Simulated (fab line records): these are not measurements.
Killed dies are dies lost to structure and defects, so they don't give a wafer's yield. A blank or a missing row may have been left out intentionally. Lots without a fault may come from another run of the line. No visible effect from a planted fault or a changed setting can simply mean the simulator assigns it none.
fab line records	flow sky130
record lots=6	wafers=18	last_day=49
route steps=708 shown METAL5@669 PASSIVATION@681
lots that met no fault: from a run of the same line without faults
start_h: start of the lot's first displayed wafer, in hours after the record's first day	wait_h: time in hours since the lot's previous step	" repeats the value in the row above	L1.1+2: several wafers, shown together as one row	- either no value or no given start	* or withheld: withheld	< > ~ a bound
route shown NAME@n: names a module that has steps shown in the file, with the first one's number in the route	usual: average and standard deviation across the fault-free wafers	same: alike in all rows	chamber/n: place in a boat	sites: per-site readings	_std_site: the standard deviation of these	_edge_site: outer sites' mean less inner sites'	radius_mm: for every site, how far away it sits from the centre of the wafer	mask NAME#n: copy n	behind: tool/chamber where the wafer was last shaped	hold: cause of the lot's hold/its duration in hours/its outcome	device: which transistor (n, p or np) failed to switch	end of line: tests run on the same wafers once the route is complete	a step without rows: its recipe alone	killed: at the first sort, the dies lost to defects and structure; wafer yield is something else	map: a wafer's dies, x killed, . not, _ none there
set.NAME: setting as actually run; set.NAME@STEP: the setting as run at that earlier step	model.NAME: the simulator's own value behind a step, which no gauge read
lots at selected steps of the route; one table per step, one row per wafer
services: from which hour (start_h, from the record's first day; less than 0 if before it) a tool's chamber was out of use, for how many hours, and why
## steps
# step SKY_METAL5_HMDS_08
# recipe prime_time_s=60	prime_temp_c=120
# step SKY_METAL5_COAT_09
# recipe resist=NOVOLAK	spin_rpm=3000	resist_thk_nm=1800
# step SKY_METAL5_SOFTBAKE_10
# recipe temp_c=90	time_s=60	resist=NOVOLAK
# step SKY_METAL5_EXPOSE_11
# recipe mask_id=MM5	na=0.6	source_shape=conventional	sigma_outer=0.6	polarization=unpolarized	target_cd_nm=1600	dose_mj=190
# step SKY_METAL5_PEB_12
# recipe temp_c=withheld	time_s=*	resist=NOVOLAK
# step SKY_METAL5_DEVELOP_13
# recipe resist=NOVOLAK	developer=TMAH	develop_time_s=60	dev_temp_c=23
# step SKY_METAL5_DESCUM_14
# recipe chemistry=O2	source_power_w=150	bias_power_w=0	pressure_mtorr=10	temp_c=40	time_s=11
# usual chamber_pressure_mTorr=9.999/0.0097	drypump_motor_current_A=5.60/0.24	oes_product_au=1.001/0.0067
lot.wafer	tool	chamber	start_h	wait_h	chamber_pressure_mTorr	drypump_motor_current_A	oes_product_au	rf_hours_counter_h
L462.3	rie_metal-02	0	1060.75	0.1	10.005	5.74	1.001	-
L462.4	"	1	"	"	9.998	5.63	1.001	-
L462.5	"	1	"	"	10.019	5.67	0.995	-
L468.1	rie_metal-01	0	1087.99	0.1	10.005	5.19	0.991	22
L468.4	"	0	"	"	9.992	5.20	1.002	-
L468.6	"	1	"	"	9.998	5.77	1.001	-
L471.2	rie_metal-01	1	1101.93	0.1	10.009	5.79	1.002	20
L471.3	"	0	"	"	10.014	5.19	1.013	-
L471.5	"	0	"	"	10.019	5.20	1.008	-
L472.2	rie_metal-01	0	1116.74	0.1	10.005	5.20	1.001	24
L472.3	"	1	"	"	9.983	5.79	1.009	-
L472.4	"	0	"	"	9.999	5.21	1.014	-
L474.1	rie_metal-01	0	1126.13	0.1	10.007	5.19	1.020	25
L474.2	"	1	"	"	10.003	5.79	1.010	21
L474.5	"	0	"	"	9.991	5.20	1.005	-
L477.3	rie_metal-01	1	1147.51	0.1	10.001	5.78	0.994	-
L477.4	"	1	"	"	10.002	5.76	1.004	-
L477.5	"	1	"	"	10.013	5.77	0.998	-
# step SKY_METAL5_METAL_ETCH_15
# recipe target_depth_a=12600	stop_on=SiO2	over_etch_frac=0.2	time_s=252	chemistry=Cl2/BCl3	resist_sidewall_deg=86	pressure_mtorr=10	icp_w=900	bias_w=48.5	Cl2_flow_sccm=60	bcl3_flow_sccm=30
# usual bias_w=48.52/0.13	chamber_pressure_mTorr=10.000/0.0088	drypump_motor_current_A=5.60/0.24	oes_product_au=0.894/0.0054	throttle_valve_pct=22.264/0.01
lot.wafer	tool	chamber	start_h	wait_h	bias_w	chamber_pressure_mTorr	drypump_motor_current_A	oes_product_au	rf_hours_counter_h	throttle_valve_pct
L462.3	rie_metal-02	0	1060.85	0.1	48.52	10.004	5.79	0.897	-	22.266
L462.4	"	1	"	"	48.60	9.996	5.65	0.887	-	22.271
L462.5	"	1	"	"	48.65	9.996	5.63	0.885	-	22.250
L468.1	rie_metal-01	0	1088.02	0.0	48.57	9.995	5.19	0.897	22	22.264
L468.4	"	0	"	"	48.62	9.994	5.20	0.896	-	22.259
L468.6	"	1	"	"	48.44	9.990	5.81	0.896	-	22.281
L471.2	rie_metal-01	1	1101.96	0.0	48.70	9.996	5.77	0.888	20	22.259
L471.3	"	0	"	"	48.22	10.004	5.22	0.893	-	22.275
L471.5	"	0	"	"	48.37	10.003	5.20	0.902	-	22.242
L472.2	rie_metal-01	0	1116.77	0.0	48.44	9.987	5.19	0.896	24	22.271
L472.3	"	1	"	"	48.32	10.001	5.81	0.901	-	22.260
L472.4	"	0	"	"	48.33	10.014	5.19	0.895	-	22.256
L474.1	rie_metal-01	0	1126.16	0.0	48.31	9.981	5.18	0.895	25	22.256
L474.2	"	1	"	"	48.43	10.004	5.78	0.900	22	22.252
L474.5	"	0	"	"	48.75	10.000	5.20	0.898	-	22.266
L477.3	rie_metal-01	1	1147.72	0.2	48.47	9.983	5.78	0.895	-	22.256
L477.4	"	1	"	"	48.62	10.004	5.79	0.902	-	22.272
L477.5	"	1	"	"	48.37	10.000	5.77	0.897	-	22.254
# step SKY_METAL5_STRIP_16
# recipe chemistry=O2/N2	power_w=1400	pressure_mtorr=1500	platen_temp_c=withheld	o2_flow_sccm=3000	n2_flow_sccm=300	overash_fraction=0.5
# usual chamber_pressure_mTorr=1499.9/1.4	drypump_motor_current_A=5.72/0.27	oes_product_au=0.710/0.0045	strip_time_to_endpoint_s=13.01/0.086
lot.wafer	tool	chamber	start_h	wait_h	chamber_pressure_mTorr	drypump_motor_current_A	oes_product_au	rf_hours_counter_h	strip_time_to_endpoint_s
L462.3	plasma_asher-02	1	1061.04	0.1	1500.1	6.07	0.705	-	13.15
L462.4	"	0	"	"	1500.1	5.26	0.711	-	13.19
L462.5	"	1	"	"	1499.2	6.11	0.721	-	13.07
L468.1	plasma_asher-01	1	1088.26	0.2	1498.7	5.91	0.710	36	13.05
L468.4	"	1	"	"	1502.1	5.91	0.714	-	13.18
L468.6	"	0	"	"	1498.6	5.71	0.706	-	13.11
L471.2	plasma_asher-04	0	1102.20	0.2	1504.1	5.71	0.705	66	12.97
L471.3	"	1	"	"	1499.3	5.72	0.714	-	13.02
L471.5	"	0	"	"	1500.1	5.69	0.705	-	12.92
L472.2	plasma_asher-02	1	1117.01	0.2	1500.6	6.05	0.712	95	12.94
L472.3	"	1	"	"	1501.1	6.05	0.711	-	12.93
L472.4	"	0	"	"	1497.9	5.26	0.703	-	12.88
L474.1	plasma_asher-02	0	1126.40	0.2	1498.9	5.26	0.710	96	12.93
L474.2	"	1	"	"	1498.1	6.08	0.718	96	12.97
L474.5	"	1	"	"	1498.7	6.10	0.707	-	12.85
L477.3	plasma_asher-02	0	1148.06	0.3	1500.8	5.27	0.713	-	12.94
L477.4	"	1	"	"	1499.4	6.07	0.712	-	12.86
L477.5	"	0	"	"	1497.0	5.27	0.712	-	12.98
# step SKY_METAL5_STRIP_17
# recipe chemistry=post_etch_residue_remover	time_s=1200	temp_c=72.5
# step SKY_METAL5_CLEAN_18
# recipe chemistry=IPA	time_s=180	temp_c=25
# step SKY_METAL5_CLEAN_19
# recipe chemistry=O3/DIW	dry=n2_spin
# step SKY_PASSIVATION_CVD_00
# recipe material=SiO2	target_thk_nm=90	temp_c=400	time_s=withheld	rf_w=600
# usual heater_power_outer_w=428/58	heater_power_w=716/83
lot.wafer	tool	chamber	start_h	wait_h	heater_power_outer_w	heater_power_w
L462.3	pecvd-04	0	1061.60	0.0	472	774
L462.4	"	1	"	"	430	686
L462.5	"	2	"	"	456	756
L468.1	pecvd-02	0	1088.95	0.0	420	755
L468.4	"	2	"	"	449	756
L468.6	"	1	"	"	514	848
L471.2	pecvd-04	2	1102.83	0.0	-	-
L471.3	"	0	"	"	-	-
L471.5	"	2	"	"	-	-
L472.2	pecvd-01	2	1117.66	0.0	-	-
L472.3	"	0	"	"	-	-
L472.4	"	2	"	"	-	-
L474.1	pecvd-01	2	1127.00	0.0	474	764
L474.2	"	0	"	"	376	591
L474.5	"	2	"	"	476	765
L477.3	pecvd-04	1	1148.63	0.0	443	697
L477.4	"	0	"	"	407	685
L477.5	"	1	"	"	440	702
# step SKY_PASSIVATION_CVD_02
# recipe material=Si3N4	target_thk_nm=540	temp_c=400	time_s=withheld	rf_w=450
# usual heater_power_outer_w=475/56	heater_power_w=782/75
lot.wafer	tool	chamber	start_h	wait_h	heater_power_outer_w	heater_power_w
L462.3	pecvd-01	2	1061.68	0.0	558	886
L462.4	"	0	"	"	371	611
L462.5	"	1	"	"	488	777
L468.1	pecvd-04	1	1089.03	0.1	492	771
L468.4	"	0	"	"	504	816
L468.6	"	2	"	"	399	637
L471.2	pecvd-02	1	1102.92	0.0	569	931
L471.3	"	2	"	"	496	808
L471.5	"	2	"	"	511	822
L472.2	pecvd-02	1	1117.74	0.0	481	797
L472.3	"	0	"	"	410	768
L472.4	"	1	"	"	512	834
L474.1	pecvd-02	2	1127.08	0.1	487	806
L474.2	"	1	"	"	578	942
L474.5	"	2	"	"	501	818
L477.3	pecvd-02	0	1148.71	0.0	428	813
L477.4	"	0	"	"	445	809
L477.5	"	1	"	"	566	916
# step SKY_PASSIVATION_DEHYDRATE_04
# recipe temp_c=200	time_s=60
# step SKY_PASSIVATION_HMDS_05
# recipe prime_time_s=60	prime_temp_c=120
# step SKY_PASSIVATION_COAT_06
# recipe spin_rpm=2000	resist_thk_nm=3000
# step SKY_PASSIVATION_SOFTBAKE_07
# recipe temp_c=110	time_s=withheld
# step SKY_PASSIVATION_EXPOSE_08
# recipe mask_id=NSM	target_cd_nm=3000	na=0.57	dose_mj=260
# step SKY_PASSIVATION_PEB_09
# recipe temp_c=115	time_s=withheld
# step SKY_PASSIVATION_DEVELOP_10
# recipe develop_time_s=60	dev_temp_c=23
# step SKY_PASSIVATION_ETCH_11
# recipe chemistry=CF4/O2	target_depth_nm=725	stop_on=AlCu	source_w=800	bias_w=150	pressure_mtorr=150	cf4_flow_sccm=80	O2_flow_sccm=10	time_s=161.1
# usual bias_w=150.0/0.49	chamber_pressure_mTorr=150.02/0.13	drypump_motor_current_A=5.7/0.37	oes_product_au=0.978/0.0077	throttle_valve_pct=5.965/0.0096
lot.wafer	tool	chamber	start_h	wait_h	bias_w	chamber_pressure_mTorr	drypump_motor_current_A	oes_product_au	rf_hours_counter_h	throttle_valve_pct	model.etch.depth_nm	model.PASSIVATION.feature_depth_nm
L462.3	rie_diel-02	2	1083.28	-	149.5	150.07	6.0	0.984	22	5.972	713.8	713.8
L462.4	"	1	"	"	149.9	150.14	5.7	0.982	25	5.953	713.9	713.9
L462.5	"	3	"	"	149.8	150.04	5.2	0.983	-	5.963	721.3	721.3
L468.1	rie_diel-01	2	1109.74	-	149.8	149.92	6.1	0.976	5	5.968	701.5	701.5
L468.4	"	1	"	"	149.9	149.89	5.1	0.977	20	5.955	707.2	707.2
L468.6	"	2	"	"	150.0	150.08	6.1	0.977	-	5.973	704.3	704.3
L471.2	rie_diel-02	3	1122.14	-	150.2	150.25	5.2	0.995	12	5.962	720.9	720.9
L471.3	"	0	"	"	150.6	150.03	5.5	0.989	7	5.983	725	725
L471.5	"	0	"	"	150.6	150.02	5.5	0.991	-	5.964	725	725
L472.2	rie_diel-01	2	1137.09	-	149.8	150.31	6.1	0.991	6	5.970	722.4	722.4
L472.3	"	2	"	"	150.9	149.74	6.1	0.994	-	5.964	718.6	718.6
L472.4	"	3	"	"	149.5	149.88	5.7	0.982	-	5.960	719.3	719.3
L474.1	rie_diel-02	1	1145.44	-	149.6	149.95	5.7	0.977	28	5.960	704.5	704.5
L474.2	"	0	"	"	150.3	150.18	5.5	0.980	8	5.964	697.4	697.4
L474.5	"	3	"	"	150.8	149.87	5.3	0.989	-	5.957	715.5	715.5
L477.3	rie_diel-04	3	1165.38	-	150.0	150.15	6.1	0.972	13	5.970	693.9	693.9
L477.4	"	1	"	"	149.1	150.21	5.6	0.978	19	5.986	700.2	700.2
L477.5	"	0	"	"	150.5	150.14	5.1	0.973	-	5.961	706.3	706.3
# step SKY_PASSIVATION_STRIP_12
# recipe chemistry=O2/N2	power_w=1400	pressure_mtorr=1500	platen_temp_c=withheld	overash_fraction=0.7	o2_flow_sccm=3000	n2_flow_sccm=300
# usual chamber_pressure_mTorr=1499.8/1.3	drypump_motor_current_A=5.7/0.3	oes_product_au=0.661/0.0045	strip_time_to_endpoint_s=31.52/0.096
lot.wafer	tool	chamber	start_h	wait_h	chamber_pressure_mTorr	drypump_motor_current_A	oes_product_au	rf_hours_counter_h	strip_time_to_endpoint_s
L462.3	plasma_asher-03	1	1083.42	0.1	1502.6	5.2	0.659	-	31.58
L462.4	"	0	"	"	1498.7	6.2	0.665	-	31.46
L462.5	"	0	"	"	1500.7	6.2	0.664	-	31.52
L468.1	plasma_asher-04	0	1109.85	0.1	1499.3	5.7	0.661	67	31.55
L468.4	"	1	"	"	1500.1	5.7	0.658	-	31.47
L468.6	"	0	"	"	1497.7	5.7	0.664	-	31.45
L471.2	plasma_asher-04	1	1122.24	0.1	1499.4	5.7	0.666	68	31.46
L471.3	"	1	"	"	1498.7	5.7	0.661	-	31.62
L471.5	"	0	"	"	1499.8	5.7	0.665	-	31.40
L472.2	plasma_asher-04	1	1137.25	0.1	1502.7	5.7	0.664	70	31.29
L472.3	"	1	"	"	1500.6	5.7	0.659	-	31.41
L472.4	"	0	"	"	1501.7	5.7	0.663	-	31.54
L474.1	plasma_asher-03	1	1145.54	0.1	1497.1	5.2	0.658	8	31.60
L474.2	"	0	"	"	1499.3	6.2	0.662	8	31.54
L474.5	"	0	"	"	1501.2	6.2	0.666	-	31.58
L477.3	plasma_asher-04	0	1165.52	0.1	1500.6	5.7	0.665	-	31.48
L477.4	"	1	"	"	1500.5	5.8	0.661	-	31.74
L477.5	"	1	"	"	1498.3	5.8	0.657	-	31.46
## services
tool	chamber	start_h	hours	kind
pecvd-01	-	1038.26	0.9	repair
plasma_asher-03	-	1055.25	9.0	pm
pecvd-02	0	1058.28	7.7	repair
pecvd-01	2	1067.76	3.7	repair
pecvd-04	2	1072.16	3.7	repair
plasma_asher-02	-	1080.32	8.5	repair
rie_diel-02	-	1082.38	0.3	repair
plasma_asher-02	-	1084.11	0.7	repair
pecvd-01	-	1097.88	6.0	pm
pecvd-04	1	1101.83	13.1	repair
rie_diel-04	0	1106.71	5.9	repair
rie_diel-04	-	1108.06	2.8	pm
pecvd-02	-	1108.49	0.9	repair
rie_metal-02	1	1116.81	1.4	repair
pecvd-02	0	1121.26	5.0	scheduled_down
rie_diel-01	-	1130.87	4.3	pm
rie_diel-01	1	1135.51	2.5	repair
rie_diel-01	0	1137.00	7.9	repair
rie_metal-01	0	1144.20	-	clean
rie_metal-01	0	1144.20	-	consumable_replace:focus_ring
rie_metal-01	0	1144.20	22.2	scheduled_down
rie_metal-01	0	1144.20	22.2	vent_cycle
plasma_asher-01	-	1153.45	5.3	repair
pecvd-04	-	1161.84	1.3	repair
## key
first_sign step=SKY_PASSIVATION_CVD_00	reading=tool_record	direction=missing
effect none on later readings
model_effect step=SKY_PASSIVATION_ETCH_11	value=etch.depth_nm	without=705.4	struck=721.9
met_at SKY_PASSIVATION_CVD_00
struck_wafers L471.2,L471.3,L471.5,L472.2,L472.3,L472.4
later_rows_left_out L471.2,L471.3,L471.5,L472.2,L472.3,L472.4
sort_left_out L471.2,L471.3,L471.5,L472.2,L472.3,L472.4
onset_between 1061.60 1102.83
fault kind=skipped_step_whole	tool=pecvd-01,pecvd-04	chamber=-	onset_h=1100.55	steps=SKY_PASSIVATION_CVD_00	scope=struck_lots_only
# sort_left_out: the simulated sort isn't trusted on such a fault, so these wafers' sort isn't shown, and their yield isn't known
# later_rows_left_out: the simulator's readings of these wafers behind a module that went badly wrong aren't trusted and aren't shown, but for the sort
